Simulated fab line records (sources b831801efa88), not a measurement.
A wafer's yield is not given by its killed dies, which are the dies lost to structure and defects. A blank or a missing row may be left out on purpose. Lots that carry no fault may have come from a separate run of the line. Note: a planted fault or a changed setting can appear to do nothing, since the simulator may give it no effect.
Matching of chambers || flow gf180mcu || 4 sister chambers for GF_V1_CMP_26 on cmp-01
The step polishes, stops on SiO2, t overpolish 15 s, target thk 0 nm. 4 wafers are shown with their chamber, then 7 later ones without.

WAFERS PAIRED WITH THEIR CHAMBERS
{"wafer": "L811.6", "chamber": 3, "motor current A (A)": 9.3}
{"wafer": "L813.5", "chamber": 0, "motor current A (A)": 12.5}
{"wafer": "L814.1", "chamber": 1, "motor current A (A)": 9.1}
{"wafer": "L814.4", "chamber": 2, "motor current A (A)": 11.7}

WAFERS WITHOUT THEIR CHAMBER
{"wafer": "L814.6", "motor current A (A)": 8.9}
{"wafer": "L825.1", "motor current A (A)": 12.9}
{"wafer": "L825.5", "motor current A (A)": 9.7}
{"wafer": "L825.6", "motor current A (A)": 13.6}
{"wafer": "L826.1", "motor current A (A)": 11.8}
{"wafer": "L826.2", "motor current A (A)": 9.9}
{"wafer": "L826.4", "motor current A (A)": 9.9}

CHAMBER TAKEN BY EACH
{"wafer": "L814.6", "from the rows above": "can't be placed: 1 or 3", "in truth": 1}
{"wafer": "L825.1", "from the rows above": "can't be placed: 0 or 2", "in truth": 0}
{"wafer": "L825.5", "from the rows above": "can't be placed: 3 or 1", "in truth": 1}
{"wafer": "L825.6", "from the rows above": "can't be placed: 0 or 2", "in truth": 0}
{"wafer": "L826.1", "from the rows above": "can't be placed: 2 or 0", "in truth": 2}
{"wafer": "L826.2", "from the rows above": "can't be placed: 3 or 1", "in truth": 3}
{"wafer": "L826.4", "from the rows above": "can't be placed: 3 or 1", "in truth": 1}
Correct placement for 0 of the 7. These rows do not allow placing 7 (true chamber among the candidates in 7). Placed wrongly: 0.
How it was worked out, from the rows above alone: a wafer's distance from a chamber is the root of the sum, over the readings, of the square of ((its reading less the chamber's mean) divided by the reading's scatter). The wafer belongs to the nearest chamber; if the next one is less than 2 further off, it can't be placed. The mean given for a chamber averages the wafers shown for that chamber. The scatter: with one shown wafer a chamber, the root of the mean of the squares of how far each hidden wafer lies from its nearest shown one.
